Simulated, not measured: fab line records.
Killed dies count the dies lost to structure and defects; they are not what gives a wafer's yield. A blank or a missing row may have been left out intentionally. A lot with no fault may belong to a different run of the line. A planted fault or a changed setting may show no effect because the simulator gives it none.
fab line records / flow sky130
record lots=14 wafers=42 lastDay=49
route steps=708 shown POLY_GATE@227 LDD_N@252 LDD_P@266
lots with no fault: from the same line, run without faults
startH: hours from the record's first day to the start of the lot's first wafer shown / waitH: hours since the lot's step before / " the same as in the row above / L1.1+2: a row that stands for several wafers / - either no value or no given start / * or withheld: withheld / < > ~ a bound
route shown NAME@n: names a module that has steps shown in the file, with the first one's number in the route / usual: mean/standard deviation taken from wafers without a fault / same: alike in all rows / chamber/n: place in a boat / sites: each site's reading / _std_site: standard deviation across them / _edge_site: outer sites' mean less inner sites' / radiusMm: how far each site lies from the wafer's centre / mask NAME#n: copy n / behind: tool/chamber where the wafer was last shaped / hold: what put the lot on hold/how long, in hours/how the hold closed / device: whichever transistor did not switch (one of n, p or np) / end of line: tests of these same wafers at the route's end / where a step has no rows: the recipe by itself / killed: not the wafer's yield, but the dies lost to structure and defects at the first sort / map: shows each die of a wafer: x if killed, . if not, _ if none is there
set.NAME: the setting that was run; set.NAME@STEP: the one run at that earlier step / model.NAME: the simulator's own value behind a step, which no gauge read
route steps across a sampled set of lots; one table per step, one row per wafer
services: a tool's chamber out of use, with start hour (startH, from the record's first day; less than 0 if before it), hours out, and reason
## steps
# step SKY_POLY_GATE_CD_MEAS_13
# recipe targetCdNm=150
# usual cdNm=150.3/1.4
lot.wafer=L708.3 tool=cdSem-02 chamber=- startH=365.50 waitH=- cdNm=151.9
lot.wafer=L708.5 tool=cdSem-02 chamber=- startH=365.50 waitH=- cdNm=150.7
lot.wafer=L708.6 tool=cdSem-02 chamber=- startH=365.50 waitH=- cdNm=151.2
lot.wafer=L710.1 tool=cdSem-02 chamber=- startH=384.01 waitH=- cdNm=150.1
lot.wafer=L710.4 tool=cdSem-02 chamber=- startH=384.01 waitH=- cdNm=149.7
lot.wafer=L710.5 tool=cdSem-02 chamber=- startH=384.01 waitH=- cdNm=149.2
lot.wafer=L711.2 tool=cdSem-01 chamber=- startH=399.64 waitH=- cdNm=151.0
lot.wafer=L711.5 tool=cdSem-01 chamber=- startH=399.64 waitH=- cdNm=150.7
lot.wafer=L711.6 tool=cdSem-01 chamber=- startH=399.64 waitH=- cdNm=149.7
lot.wafer=L715.2 tool=cdSem-01 chamber=- startH=437.43 waitH=- cdNm=148.2
lot.wafer=L715.3 tool=cdSem-01 chamber=- startH=437.43 waitH=- cdNm=148.5
lot.wafer=L715.6 tool=cdSem-01 chamber=- startH=437.43 waitH=- cdNm=148.2
lot.wafer=L716.1 tool=cdSem-01 chamber=- startH=442.22 waitH=- cdNm=152.2
lot.wafer=L716.5 tool=cdSem-01 chamber=- startH=442.22 waitH=- cdNm=151.8
lot.wafer=L716.6 tool=cdSem-01 chamber=- startH=442.22 waitH=- cdNm=151.9
lot.wafer=L719.2 tool=cdSem-02 chamber=- startH=468.18 waitH=- cdNm=150.0
lot.wafer=L719.3 tool=cdSem-02 chamber=- startH=468.18 waitH=- cdNm=152.2
lot.wafer=L719.4 tool=cdSem-02 chamber=- startH=468.18 waitH=- cdNm=150.5
lot.wafer=L720.4 tool=cdSem-02 chamber=- startH=491.18 waitH=- cdNm=150.6
lot.wafer=L720.5 tool=cdSem-02 chamber=- startH=491.18 waitH=- cdNm=149.8
lot.wafer=L720.6 tool=cdSem-02 chamber=- startH=491.18 waitH=- cdNm=150.2
lot.wafer=L721.2 tool=cdSem-02 chamber=- startH=496.94 waitH=- cdNm=149.5
lot.wafer=L721.4 tool=cdSem-02 chamber=- startH=496.94 waitH=- cdNm=149.6
lot.wafer=L721.6 tool=cdSem-02 chamber=- startH=496.94 waitH=- cdNm=150.0
lot.wafer=L723.1 tool=cdSem-01 chamber=- startH=506.16 waitH=- cdNm=149.1
lot.wafer=L723.4 tool=cdSem-01 chamber=- startH=506.16 waitH=- cdNm=149.4
lot.wafer=L723.5 tool=cdSem-01 chamber=- startH=506.16 waitH=- cdNm=149.6
lot.wafer=L722.2 tool=cdSem-02 chamber=- startH=507.74 waitH=- cdNm=150.7
lot.wafer=L722.3 tool=cdSem-02 chamber=- startH=507.74 waitH=- cdNm=150.4
lot.wafer=L722.5 tool=cdSem-02 chamber=- startH=507.74 waitH=- cdNm=150.0
lot.wafer=L724.1 tool=cdSem-01 chamber=- startH=515.07 waitH=- cdNm=149.2
lot.wafer=L724.2 tool=cdSem-01 chamber=- startH=515.07 waitH=- cdNm=148.0
lot.wafer=L724.4 tool=cdSem-01 chamber=- startH=515.07 waitH=- cdNm=148.6
lot.wafer=L725.1 tool=cdSem-02 chamber=- startH=517.96 waitH=- cdNm=152.2
lot.wafer=L725.3 tool=cdSem-02 chamber=- startH=517.96 waitH=- cdNm=152.1
lot.wafer=L725.4 tool=cdSem-02 chamber=- startH=517.96 waitH=- cdNm=152.8
lot.wafer=L726.2 tool=cdSem-02 chamber=- startH=533.05 waitH=- cdNm=148.5
lot.wafer=L726.4 tool=cdSem-02 chamber=- startH=533.05 waitH=- cdNm=148.1
lot.wafer=L726.5 tool=cdSem-02 chamber=- startH=533.05 waitH=- cdNm=149.8
lot.wafer=L727.2 tool=cdSem-01 chamber=- startH=535.69 waitH=- cdNm=153.6
lot.wafer=L727.5 tool=cdSem-01 chamber=- startH=535.69 waitH=- cdNm=152.1
lot.wafer=L727.6 tool=cdSem-01 chamber=- startH=535.69 waitH=- cdNm=152.8
# step SKY_POLY_GATE_CD_MEAS_22
# usual cdNm=150.4/1.9
lot.wafer=L708.3 tool=cdSem-02 chamber=- startH=367.76 waitH=0.1 cdNm=152.6
lot.wafer=L708.5 tool=cdSem-02 chamber=- startH=367.76 waitH=0.1 cdNm=152.0
lot.wafer=L708.6 tool=cdSem-02 chamber=- startH=367.76 waitH=0.1 cdNm=149.4
lot.wafer=L710.1 tool=cdSem-02 chamber=- startH=386.26 waitH=0.1 cdNm=148.6
lot.wafer=L710.4 tool=cdSem-02 chamber=- startH=386.26 waitH=0.1 cdNm=147.5
lot.wafer=L710.5 tool=cdSem-02 chamber=- startH=386.26 waitH=0.1 cdNm=149.8
lot.wafer=L711.2 tool=cdSem-01 chamber=- startH=401.65 waitH=0.1 cdNm=149.8
lot.wafer=L711.5 tool=cdSem-01 chamber=- startH=401.65 waitH=0.1 cdNm=150.9
lot.wafer=L711.6 tool=cdSem-01 chamber=- startH=401.65 waitH=0.1 cdNm=150.3
lot.wafer=L715.2 tool=cdSem-02 chamber=- startH=440.28 waitH=0.1 cdNm=146.2
lot.wafer=L715.3 tool=cdSem-02 chamber=- startH=440.28 waitH=0.1 cdNm=150.5
lot.wafer=L715.6 tool=cdSem-02 chamber=- startH=440.28 waitH=0.1 cdNm=145.6
lot.wafer=L716.1 tool=cdSem-01 chamber=- startH=445.47 waitH=0.1 cdNm=150.6
lot.wafer=L716.5 tool=cdSem-01 chamber=- startH=445.47 waitH=0.1 cdNm=151.4
lot.wafer=L716.6 tool=cdSem-01 chamber=- startH=445.47 waitH=0.1 cdNm=151.5
lot.wafer=L719.2 tool=cdSem-02 chamber=- startH=471.01 waitH=0.1 cdNm=150.2
lot.wafer=L719.3 tool=cdSem-02 chamber=- startH=471.01 waitH=0.1 cdNm=154.2
lot.wafer=L719.4 tool=cdSem-02 chamber=- startH=471.01 waitH=0.1 cdNm=148.3
lot.wafer=L720.4 tool=cdSem-01 chamber=- startH=493.06 waitH=0.1 cdNm=150.4
lot.wafer=L720.5 tool=cdSem-01 chamber=- startH=493.06 waitH=0.1 cdNm=153.8
lot.wafer=L720.6 tool=cdSem-01 chamber=- startH=493.06 waitH=0.1 cdNm=150.7
lot.wafer=L721.2 tool=cdSem-02 chamber=- startH=498.81 waitH=0.1 cdNm=151.6
lot.wafer=L721.4 tool=cdSem-02 chamber=- startH=498.81 waitH=0.1 cdNm=150.0
lot.wafer=L721.6 tool=cdSem-02 chamber=- startH=498.81 waitH=0.1 cdNm=148.6
lot.wafer=L723.1 tool=cdSem-02 chamber=- startH=508.07 waitH=0.1 cdNm=147.3
lot.wafer=L723.4 tool=cdSem-02 chamber=- startH=508.07 waitH=0.1 cdNm=148.7
lot.wafer=L723.5 tool=cdSem-02 chamber=- startH=508.07 waitH=0.1 cdNm=149.9
lot.wafer=L722.2 tool=cdSem-01 chamber=- startH=509.66 waitH=0.1 cdNm=151.5
lot.wafer=L722.3 tool=cdSem-01 chamber=- startH=509.66 waitH=0.1 cdNm=152.8
lot.wafer=L722.5 tool=cdSem-01 chamber=- startH=509.66 waitH=0.1 cdNm=149.7
lot.wafer=L724.1 tool=cdSem-01 chamber=- startH=516.93 waitH=0.1 cdNm=149.8
lot.wafer=L724.2 tool=cdSem-01 chamber=- startH=516.93 waitH=0.1 cdNm=149.3
lot.wafer=L724.4 tool=cdSem-01 chamber=- startH=516.93 waitH=0.1 cdNm=151.0
lot.wafer=L725.1 tool=cdSem-02 chamber=- startH=519.81 waitH=0.1 cdNm=150.8
lot.wafer=L725.3 tool=cdSem-02 chamber=- startH=519.81 waitH=0.1 cdNm=151.5
lot.wafer=L725.4 tool=cdSem-02 chamber=- startH=519.81 waitH=0.1 cdNm=155.8
lot.wafer=L726.2 tool=cdSem-02 chamber=- startH=534.92 waitH=0.1 cdNm=148.7
lot.wafer=L726.4 tool=cdSem-02 chamber=- startH=534.92 waitH=0.1 cdNm=148.3
lot.wafer=L726.5 tool=cdSem-02 chamber=- startH=534.92 waitH=0.1 cdNm=149.4
lot.wafer=L727.2 tool=cdSem-01 chamber=- startH=537.55 waitH=0.1 cdNm=154.4
lot.wafer=L727.5 tool=cdSem-01 chamber=- startH=537.55 waitH=0.1 cdNm=151.2
lot.wafer=L727.6 tool=cdSem-01 chamber=- startH=537.55 waitH=0.1 cdNm=153.3
# step SKY_LDD_N_IMPLANT_15
# recipe species=BF2 energyKev=50 doseCm2=5e+12 tiltDeg=30 rotationDeg=270
# usual doseIonsCm2=5e+12/5.2e+09 faradayCurrentUA=28.2/0.55
lot.wafer=L708.3 tool=implanter-01 chamber=0 startH=397.75 waitH=0.1 doseIonsCm2=5.003e+12 faradayCurrentUA=28.2
lot.wafer=L708.5 tool=implanter-01 chamber=0 startH=397.75 waitH=0.1 doseIonsCm2=5.004e+12 faradayCurrentUA=28.6
lot.wafer=L708.6 tool=implanter-01 chamber=0 startH=397.75 waitH=0.1 doseIonsCm2=5e+12 faradayCurrentUA=28.7
lot.wafer=L710.1 tool=implanter-02 chamber=0 startH=416.80 waitH=0.1 doseIonsCm2=4.999e+12 faradayCurrentUA=28.5
lot.wafer=L710.4 tool=implanter-02 chamber=0 startH=416.80 waitH=0.1 doseIonsCm2=4.996e+12 faradayCurrentUA=28.4
lot.wafer=L710.5 tool=implanter-02 chamber=0 startH=416.80 waitH=0.1 doseIonsCm2=4.991e+12 faradayCurrentUA=28.4
lot.wafer=L711.2 tool=implanter-03 chamber=0 startH=433.19 waitH=0.1 doseIonsCm2=4.995e+12 faradayCurrentUA=29.2
lot.wafer=L711.5 tool=implanter-03 chamber=0 startH=433.19 waitH=0.1 doseIonsCm2=4.996e+12 faradayCurrentUA=28.0
lot.wafer=L711.6 tool=implanter-03 chamber=0 startH=433.19 waitH=0.1 doseIonsCm2=4.996e+12 faradayCurrentUA=28.2
lot.wafer=L715.2 tool=implanter-02 chamber=0 startH=471.73 waitH=0.1 doseIonsCm2=4.998e+12 faradayCurrentUA=27.8
lot.wafer=L715.3 tool=implanter-02 chamber=0 startH=471.73 waitH=0.1 doseIonsCm2=5e+12 faradayCurrentUA=28.2
lot.wafer=L715.6 tool=implanter-02 chamber=0 startH=471.73 waitH=0.1 doseIonsCm2=4.996e+12 faradayCurrentUA=28.2
lot.wafer=L716.1 tool=implanter-02 chamber=0 startH=477.38 waitH=0.1 doseIonsCm2=4.996e+12 faradayCurrentUA=27.0
lot.wafer=L716.5 tool=implanter-02 chamber=0 startH=477.38 waitH=0.1 doseIonsCm2=5.002e+12 faradayCurrentUA=28.0
lot.wafer=L716.6 tool=implanter-02 chamber=0 startH=477.38 waitH=0.1 doseIonsCm2=5.004e+12 faradayCurrentUA=28.9
lot.wafer=L719.2 tool=implanter-02 chamber=0 startH=502.19 waitH=0.1 doseIonsCm2=4.994e+12 faradayCurrentUA=27.8
lot.wafer=L719.3 tool=implanter-02 chamber=0 startH=502.19 waitH=0.1 doseIonsCm2=4.992e+12 faradayCurrentUA=28.6
lot.wafer=L719.4 tool=implanter-02 chamber=0 startH=502.19 waitH=0.1 doseIonsCm2=5e+12 faradayCurrentUA=28.1
lot.wafer=L720.4 tool=implanter-01 chamber=0 startH=525.06 waitH=0.1 doseIonsCm2=5.006e+12 faradayCurrentUA=28.1
lot.wafer=L720.5 tool=implanter-01 chamber=0 startH=525.06 waitH=0.1 doseIonsCm2=5.006e+12 faradayCurrentUA=28.5
lot.wafer=L720.6 tool=implanter-01 chamber=0 startH=525.06 waitH=0.1 doseIonsCm2=5.002e+12 faradayCurrentUA=28.6
lot.wafer=L721.2 tool=implanter-01 chamber=0 startH=529.92 waitH=0.1 doseIonsCm2=5.006e+12 faradayCurrentUA=28.5
lot.wafer=L721.4 tool=implanter-01 chamber=0 startH=529.92 waitH=0.1 doseIonsCm2=5.004e+12 faradayCurrentUA=29.0
lot.wafer=L721.6 tool=implanter-01 chamber=0 startH=529.92 waitH=0.1 doseIonsCm2=5.006e+12 faradayCurrentUA=28.1
lot.wafer=L723.1 tool=implanter-01 chamber=0 startH=540.28 waitH=0.1 doseIonsCm2=2.494e+12 faradayCurrentUA=14.1
lot.wafer=L723.4 tool=implanter-01 chamber=0 startH=540.28 waitH=0.1 doseIonsCm2=2.489e+12 faradayCurrentUA=14.2
lot.wafer=L723.5 tool=implanter-01 chamber=0 startH=540.28 waitH=0.1 doseIonsCm2=2.49e+12 faradayCurrentUA=13.6
lot.wafer=L722.2 tool=implanter-02 chamber=0 startH=541.17 waitH=0.1 doseIonsCm2=5.005e+12 faradayCurrentUA=27.4
lot.wafer=L722.3 tool=implanter-02 chamber=0 startH=541.17 waitH=0.1 doseIonsCm2=5.003e+12 faradayCurrentUA=27.9
lot.wafer=L722.5 tool=implanter-02 chamber=0 startH=541.17 waitH=0.1 doseIonsCm2=4.999e+12 faradayCurrentUA=27.7
lot.wafer=L724.1 tool=implanter-01 chamber=0 startH=547.70 waitH=0.1 doseIonsCm2=2.485e+12 faradayCurrentUA=14.4
lot.wafer=L724.2 tool=implanter-01 chamber=0 startH=547.70 waitH=0.1 doseIonsCm2=2.484e+12 faradayCurrentUA=14.3
lot.wafer=L724.4 tool=implanter-01 chamber=0 startH=547.70 waitH=0.1 doseIonsCm2=2.488e+12 faradayCurrentUA=14.3
lot.wafer=L725.1 tool=implanter-02 chamber=0 startH=551.08 waitH=0.1 doseIonsCm2=4.99e+12 faradayCurrentUA=28.5
lot.wafer=L725.3 tool=implanter-02 chamber=0 startH=551.08 waitH=0.1 doseIonsCm2=4.991e+12 faradayCurrentUA=27.9
lot.wafer=L725.4 tool=implanter-02 chamber=0 startH=551.08 waitH=0.1 doseIonsCm2=5.005e+12 faradayCurrentUA=28.2
lot.wafer=L726.2 tool=implanter-01 chamber=0 startH=568.29 waitH=0.1 doseIonsCm2=2.493e+12 faradayCurrentUA=14.1
lot.wafer=L726.4 tool=implanter-01 chamber=0 startH=568.29 waitH=0.1 doseIonsCm2=2.482e+12 faradayCurrentUA=14.5
lot.wafer=L726.5 tool=implanter-01 chamber=0 startH=568.29 waitH=0.1 doseIonsCm2=2.492e+12 faradayCurrentUA=13.9
lot.wafer=L727.2 tool=implanter-02 chamber=0 startH=569.36 waitH=0.1 doseIonsCm2=5.001e+12 faradayCurrentUA=28.2
lot.wafer=L727.5 tool=implanter-02 chamber=0 startH=569.36 waitH=0.1 doseIonsCm2=4.999e+12 faradayCurrentUA=27.1
lot.wafer=L727.6 tool=implanter-02 chamber=0 startH=569.36 waitH=0.1 doseIonsCm2=5.001e+12 faradayCurrentUA=27.8
# step SKY_LDD_P_TW_MEAS_11
# usual LDD_P_TW=635/3.4
lot.wafer=L708.3 tool=filmMetro-03 chamber=- startH=428.52 waitH=0.1 LDD_P_TW=635
lot.wafer=L708.5 tool=filmMetro-03 chamber=- startH=428.52 waitH=0.1 LDD_P_TW=636
lot.wafer=L708.6 tool=filmMetro-03 chamber=- startH=428.52 waitH=0.1 LDD_P_TW=636
lot.wafer=L710.1 tool=filmMetro-02 chamber=- startH=448.28 waitH=0.1 LDD_P_TW=633
lot.wafer=L710.4 tool=filmMetro-02 chamber=- startH=448.28 waitH=0.1 LDD_P_TW=636
lot.wafer=L710.5 tool=filmMetro-02 chamber=- startH=448.28 waitH=0.1 LDD_P_TW=634
lot.wafer=L711.2 tool=filmMetro-03 chamber=- startH=464.19 waitH=0.1 LDD_P_TW=639
lot.wafer=L711.5 tool=filmMetro-03 chamber=- startH=464.19 waitH=0.1 LDD_P_TW=640
lot.wafer=L711.6 tool=filmMetro-03 chamber=- startH=464.19 waitH=0.1 LDD_P_TW=639
lot.wafer=L715.2 tool=filmMetro-03 chamber=- startH=502.39 waitH=0.1 LDD_P_TW=636
lot.wafer=L715.3 tool=filmMetro-03 chamber=- startH=502.39 waitH=0.1 LDD_P_TW=637
lot.wafer=L715.6 tool=filmMetro-03 chamber=- startH=502.39 waitH=0.1 LDD_P_TW=634
lot.wafer=L716.1 tool=filmMetro-04 chamber=- startH=509.13 waitH=0.1 LDD_P_TW=635
lot.wafer=L716.5 tool=filmMetro-04 chamber=- startH=509.13 waitH=0.1 LDD_P_TW=636
lot.wafer=L716.6 tool=filmMetro-04 chamber=- startH=509.13 waitH=0.1 LDD_P_TW=635
lot.wafer=L719.2 tool=filmMetro-02 chamber=- startH=532.73 waitH=0.1 LDD_P_TW=635
lot.wafer=L719.3 tool=filmMetro-02 chamber=- startH=532.73 waitH=0.1 LDD_P_TW=633
lot.wafer=L719.4 tool=filmMetro-02 chamber=- startH=532.73 waitH=0.1 LDD_P_TW=636
lot.wafer=L720.4 tool=filmMetro-02 chamber=- startH=555.98 waitH=0.1 LDD_P_TW=631
lot.wafer=L720.5 tool=filmMetro-02 chamber=- startH=555.98 waitH=0.1 LDD_P_TW=630
lot.wafer=L720.6 tool=filmMetro-02 chamber=- startH=555.98 waitH=0.1 LDD_P_TW=628
lot.wafer=L721.2 tool=filmMetro-02 chamber=- startH=560.11 waitH=0.1 LDD_P_TW=633
lot.wafer=L721.4 tool=filmMetro-02 chamber=- startH=560.11 waitH=0.1 LDD_P_TW=631
lot.wafer=L721.6 tool=filmMetro-02 chamber=- startH=560.11 waitH=0.1 LDD_P_TW=627
lot.wafer=L723.1 tool=filmMetro-03 chamber=- startH=570.97 waitH=0.1 LDD_P_TW=638
lot.wafer=L723.4 tool=filmMetro-03 chamber=- startH=570.97 waitH=0.1 LDD_P_TW=637
lot.wafer=L723.5 tool=filmMetro-03 chamber=- startH=570.97 waitH=0.1 LDD_P_TW=637
lot.wafer=L722.2 tool=filmMetro-02 chamber=- startH=571.79 waitH=0.1 LDD_P_TW=628
lot.wafer=L722.3 tool=filmMetro-02 chamber=- startH=571.79 waitH=0.1 LDD_P_TW=631
lot.wafer=L722.5 tool=filmMetro-02 chamber=- startH=571.79 waitH=0.1 LDD_P_TW=631
lot.wafer=L724.1 tool=filmMetro-03 chamber=- startH=577.89 waitH=0.1 LDD_P_TW=639
lot.wafer=L724.2 tool=filmMetro-03 chamber=- startH=577.89 waitH=0.1 LDD_P_TW=636
lot.wafer=L724.4 tool=filmMetro-03 chamber=- startH=577.89 waitH=0.1 LDD_P_TW=641
lot.wafer=L725.1 tool=filmMetro-03 chamber=- startH=581.17 waitH=0.1 LDD_P_TW=638
lot.wafer=L725.3 tool=filmMetro-03 chamber=- startH=581.17 waitH=0.1 LDD_P_TW=635
lot.wafer=L725.4 tool=filmMetro-03 chamber=- startH=581.17 waitH=0.1 LDD_P_TW=640
lot.wafer=L726.2 tool=filmMetro-02 chamber=- startH=597.36 waitH=0.1 LDD_P_TW=629
lot.wafer=L726.4 tool=filmMetro-02 chamber=- startH=597.36 waitH=0.1 LDD_P_TW=629
lot.wafer=L726.5 tool=filmMetro-02 chamber=- startH=597.36 waitH=0.1 LDD_P_TW=628
lot.wafer=L727.2 tool=filmMetro-03 chamber=- startH=598.76 waitH=0.1 LDD_P_TW=638
lot.wafer=L727.5 tool=filmMetro-03 chamber=- startH=598.76 waitH=0.1 LDD_P_TW=636
lot.wafer=L727.6 tool=filmMetro-03 chamber=- startH=598.76 waitH=0.1 LDD_P_TW=641
## services
tool=implanter-03 chamber=- startH=376.36 hours=0.6 kind=repair
tool=implanter-03 chamber=- startH=378.05 hours=6.2 kind=pm
tool=implanter-02 chamber=- startH=398.28 hours=6.2 kind=repair
tool=implanter-01 chamber=- startH=447.18 hours=5.6 kind=pm
tool=implanter-03 chamber=- startH=475.65 hours=86.4 kind=pm
tool=implanter-02 chamber=- startH=522.78 hours=4.6 kind=pm
tool=implanter-02 chamber=- startH=552.70 hours=15.2 kind=pm
tool=implanter-03 chamber=- startH=562.10 hours=27.6 kind=pm
## key
firstSign step=SKY_LDD_N_IMPLANT_15 reading=doseIonsCm2 direction=down sigmas=99+ usual=* struck=*
effect step=SKY_LDD_N_IMPLANT_15 reading=faradayCurrentUA direction=down sigmas=25 usual=28.2 struck=14.2
metAt SKY_LDD_N_IMPLANT_15
struckLots L723,L724,L726
testerLeftOut L723,L724,L726
notActingAt SKY_POLY_GATE_CD_MEAS_13,SKY_POLY_GATE_CD_MEAS_22,SKY_LDD_P_TW_MEAS_11
onsetBetween 529.92 540.28
fault kind=processParameterDrift tool=implanter-01 chamber=- onsetH=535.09 steps=SKY_LDD_N_IMPLANT_15 channel=doseCm2 offset=* shape=step endH=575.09 actsIn=* stated=*
# testerLeftOut: of these lots the tester's yield and bins aren't shown, on N5 and GAA mostly nor the transistor test; their killed dies are dies lost to structure and defects alone, not to doping, threshold or leakage, so they don't give the yield
